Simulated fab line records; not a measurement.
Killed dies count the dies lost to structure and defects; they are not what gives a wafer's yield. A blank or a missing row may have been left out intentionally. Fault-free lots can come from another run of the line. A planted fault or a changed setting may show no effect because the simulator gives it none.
Chamber matching || flow sky130 || rie_si-02 running SKY_FIELD_ISO_ETCH_17: 4 sister chambers
The step etches Si in HBr/Cl2/O2, target depth 342 nm, time 101 s. 22 wafers are shown with their chamber, then 11 later ones without.

EACH WAFER AND ITS CHAMBER
{"wafer": "L076.1", "chamber": 2, "drypump_motor_current_A (A)": 6.2, "throttle_valve_pct (%)": 25.653, "oes_product_au (a.u.)": 0.973}
{"wafer": "L076.4", "chamber": 1, "drypump_motor_current_A (A)": 5.0, "throttle_valve_pct (%)": 25.634, "oes_product_au (a.u.)": 1.010}
{"wafer": "L076.6", "chamber": 1, "drypump_motor_current_A (A)": 5.0, "throttle_valve_pct (%)": 25.664, "oes_product_au (a.u.)": 1.004}
{"wafer": "L077.1", "chamber": 1, "drypump_motor_current_A (A)": 5.0, "throttle_valve_pct (%)": 25.650, "oes_product_au (a.u.)": 0.997}
{"wafer": "L077.2", "chamber": 3, "drypump_motor_current_A (A)": 5.4, "throttle_valve_pct (%)": 25.667, "oes_product_au (a.u.)": 0.993}
{"wafer": "L077.6", "chamber": 2, "drypump_motor_current_A (A)": 6.2, "throttle_valve_pct (%)": 25.658, "oes_product_au (a.u.)": 0.999}
{"wafer": "L079.4", "chamber": 2, "drypump_motor_current_A (A)": 6.2, "throttle_valve_pct (%)": 25.659, "oes_product_au (a.u.)": 0.998}
{"wafer": "L079.5", "chamber": 3, "drypump_motor_current_A (A)": 5.4, "throttle_valve_pct (%)": 25.673, "oes_product_au (a.u.)": 0.990}
{"wafer": "L079.6", "chamber": 2, "drypump_motor_current_A (A)": 6.2, "throttle_valve_pct (%)": 25.662, "oes_product_au (a.u.)": 0.999}
{"wafer": "L083.2", "chamber": 1, "drypump_motor_current_A (A)": 5.0, "throttle_valve_pct (%)": 25.671, "oes_product_au (a.u.)": 1.003}
{"wafer": "L083.3", "chamber": 2, "drypump_motor_current_A (A)": 6.2, "throttle_valve_pct (%)": 25.667, "oes_product_au (a.u.)": 1.003}
{"wafer": "L083.4", "chamber": 0, "drypump_motor_current_A (A)": 6.0, "throttle_valve_pct (%)": 25.654, "oes_product_au (a.u.)": 1.004}
{"wafer": "L085.1", "chamber": 1, "drypump_motor_current_A (A)": 5.0, "throttle_valve_pct (%)": 25.641, "oes_product_au (a.u.)": 1.006}
{"wafer": "L085.2", "chamber": 3, "drypump_motor_current_A (A)": 5.4, "throttle_valve_pct (%)": 25.661, "oes_product_au (a.u.)": 0.989}
{"wafer": "L085.3", "chamber": 2, "drypump_motor_current_A (A)": 6.2, "throttle_valve_pct (%)": 25.653, "oes_product_au (a.u.)": 0.996}
{"wafer": "L087.1", "chamber": 0, "drypump_motor_current_A (A)": 6.0, "throttle_valve_pct (%)": 25.668, "oes_product_au (a.u.)": 0.992}
{"wafer": "L087.2", "chamber": 3, "drypump_motor_current_A (A)": 5.5, "throttle_valve_pct (%)": 25.683, "oes_product_au (a.u.)": 1.001}
{"wafer": "L087.5", "chamber": 2, "drypump_motor_current_A (A)": 6.2, "throttle_valve_pct (%)": 25.658, "oes_product_au (a.u.)": 0.986}
{"wafer": "L089.2", "chamber": 0, "drypump_motor_current_A (A)": 6.0, "throttle_valve_pct (%)": 25.640, "oes_product_au (a.u.)": 1.011}
{"wafer": "L089.3", "chamber": 3, "drypump_motor_current_A (A)": 5.4, "throttle_valve_pct (%)": 25.675, "oes_product_au (a.u.)": 0.998}
{"wafer": "L089.6", "chamber": 1, "drypump_motor_current_A (A)": 5.0, "throttle_valve_pct (%)": 25.651, "oes_product_au (a.u.)": 1.005}
{"wafer": "L091.1", "chamber": 0, "drypump_motor_current_A (A)": 6.0, "throttle_valve_pct (%)": 25.651, "oes_product_au (a.u.)": 1.002}

SIGNATURES (means of the wafers above)
{"reading": "drypump_motor_current_A", "chamber 0": 6.000, "chamber 1": 5.000, "chamber 2": 6.200, "chamber 3": 5.420, "scatter within a chamber": 0.0211}
{"reading": "throttle_valve_pct", "chamber 0": 25.65325, "chamber 1": 25.65183, "chamber 2": 25.65857, "chamber 3": 25.67180, "scatter within a chamber": 0.00993}
{"reading": "oes_product_au", "chamber 0": 1.00225, "chamber 1": 1.00417, "chamber 2": 0.99343, "chamber 3": 0.99420, "scatter within a chamber": 0.00759}
Rule: for a wafer and a chamber, the distance is found by dividing, reading by reading, the gap between the wafer's reading and the chamber's mean by the reading's scatter, squaring, summing and taking the root. The wafer belongs to the nearest chamber; if the next one is less than 2 further off, it can't be placed. The scatter: the root of (the sum of the squares of (reading less its chamber's mean) over the shown wafers, divided by (wafers less chambers)).

WAFERS WITH NO CHAMBER GIVEN
{"wafer": "L091.2", "drypump_motor_current_A (A)": 6.2, "throttle_valve_pct (%)": 25.672, "oes_product_au (a.u.)": 0.989}
{"wafer": "L091.5", "drypump_motor_current_A (A)": 5.0, "throttle_valve_pct (%)": 25.649, "oes_product_au (a.u.)": 1.005}
{"wafer": "L093.1", "drypump_motor_current_A (A)": 5.0, "throttle_valve_pct (%)": 25.654, "oes_product_au (a.u.)": 1.001}
{"wafer": "L093.3", "drypump_motor_current_A (A)": 6.0, "throttle_valve_pct (%)": 25.659, "oes_product_au (a.u.)": 1.001}
{"wafer": "L093.6", "drypump_motor_current_A (A)": 6.2, "throttle_valve_pct (%)": 25.673, "oes_product_au (a.u.)": 0.987}
{"wafer": "L095.1", "drypump_motor_current_A (A)": 6.0, "throttle_valve_pct (%)": 25.675, "oes_product_au (a.u.)": 1.004}
{"wafer": "L095.4", "drypump_motor_current_A (A)": 5.4, "throttle_valve_pct (%)": 25.671, "oes_product_au (a.u.)": 0.978}
{"wafer": "L095.6", "drypump_motor_current_A (A)": 5.4, "throttle_valve_pct (%)": 25.672, "oes_product_au (a.u.)": 0.980}
{"wafer": "L097.2", "drypump_motor_current_A (A)": 5.4, "throttle_valve_pct (%)": 25.686, "oes_product_au (a.u.)": 0.981}
{"wafer": "L097.3", "drypump_motor_current_A (A)": 6.2, "throttle_valve_pct (%)": 25.663, "oes_product_au (a.u.)": 0.982}
{"wafer": "L097.6", "drypump_motor_current_A (A)": 5.0, "throttle_valve_pct (%)": 25.667, "oes_product_au (a.u.)": 0.996}

CHAMBER TAKEN BY EACH
{"wafer": "L091.2", "from the rows above": 2, "in truth": 2}
{"wafer": "L091.5", "from the rows above": 1, "in truth": 1}
{"wafer": "L093.1", "from the rows above": 1, "in truth": 1}
{"wafer": "L093.3", "from the rows above": 0, "in truth": 0}
{"wafer": "L093.6", "from the rows above": 2, "in truth": 2}
{"wafer": "L095.1", "from the rows above": 0, "in truth": 0}
{"wafer": "L095.4", "from the rows above": 3, "in truth": 3}
{"wafer": "L095.6", "from the rows above": 3, "in truth": 3}
{"wafer": "L097.2", "from the rows above": 3, "in truth": 3}
{"wafer": "L097.3", "from the rows above": 2, "in truth": 2}
{"wafer": "L097.6", "from the rows above": 1, "in truth": 1}
Placed correctly: 11 of 11. Left unplaced by these rows: 0. Wrongly placed: 0.
